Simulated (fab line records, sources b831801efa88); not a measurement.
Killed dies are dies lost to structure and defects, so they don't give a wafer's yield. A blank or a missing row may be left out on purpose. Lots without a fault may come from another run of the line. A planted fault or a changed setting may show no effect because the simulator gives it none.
Chamber matching | flow gf180mcu | GF_CONTACT_CMP_04 on cmp-02: 4 sister chambers
The step polishes SiO2. 8 wafers are shown with their chamber, then 8 later ones without.

WAFERS WITH THEIR CHAMBER
wafer  | chamber | time_to_endpoint_s (s) | motor_current_A (A)
L327.3 | 0       | 115                    | 11.2
L329.4 | 3       | 110                    | 11.4
L328.2 | 0       | 116                    | 12.1
L336.5 | 1       | 120                    | 11.4
L339.2 | 3       | 101                    | 11.4
L339.3 | 2       | 101                    | 12.1
L339.4 | 1       | 111                    | 12.0
L340.1 | 2       | 106                    | 11.5

WAFERS WITHOUT THEIR CHAMBER
wafer  | time_to_endpoint_s (s) | motor_current_A (A)
L340.2 | 115                    | 11.7
L340.3 | 113                    | 11.2
L343.1 | 114                    | 11.2
L343.2 | 109                    | 11.8
L343.4 | 122                    | 10.8
L347.2 | 104                    | 11.4
L347.4 | 117                    | 11.1
L347.5 | 107                    | 11.9

WHICH CHAMBER EACH WENT THROUGH
wafer  | from the rows above               | in truth
L340.2 | can't be placed: 1 or 0 or 3      | 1
L340.3 | can't be placed: 0 or 1 or 3 or 2 | 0
L343.1 | can't be placed: 0 or 1 or 3 or 2 | 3
L343.2 | can't be placed: 2 or 3 or 1 or 0 | 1
L343.4 | can't be placed: 0 or 1 or 3      | 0
L347.2 | can't be placed: 3 or 2           | 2
L347.4 | can't be placed: 0 or 1 or 3 or 2 | 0
L347.5 | can't be placed: 2 or 3 or 1 or 0 | 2
Placed correctly: 0 of 8. Can't be placed from these rows: 8 (the true chamber is among the candidates in 8). Placed wrongly: 0.
How it was worked out, from the rows above alone: a wafer's distance from a chamber is the root of the sum, over the readings, of the square of ((its reading less the chamber's mean) divided by the reading's scatter). The wafer belongs to the nearest chamber; if the next one is less than 2 further off, it can't be placed. A chamber's mean is the mean of its shown wafers. The scatter: the root of (the sum of the squares of (reading less its chamber's mean) over the shown wafers, divided by (wafers less chambers)).
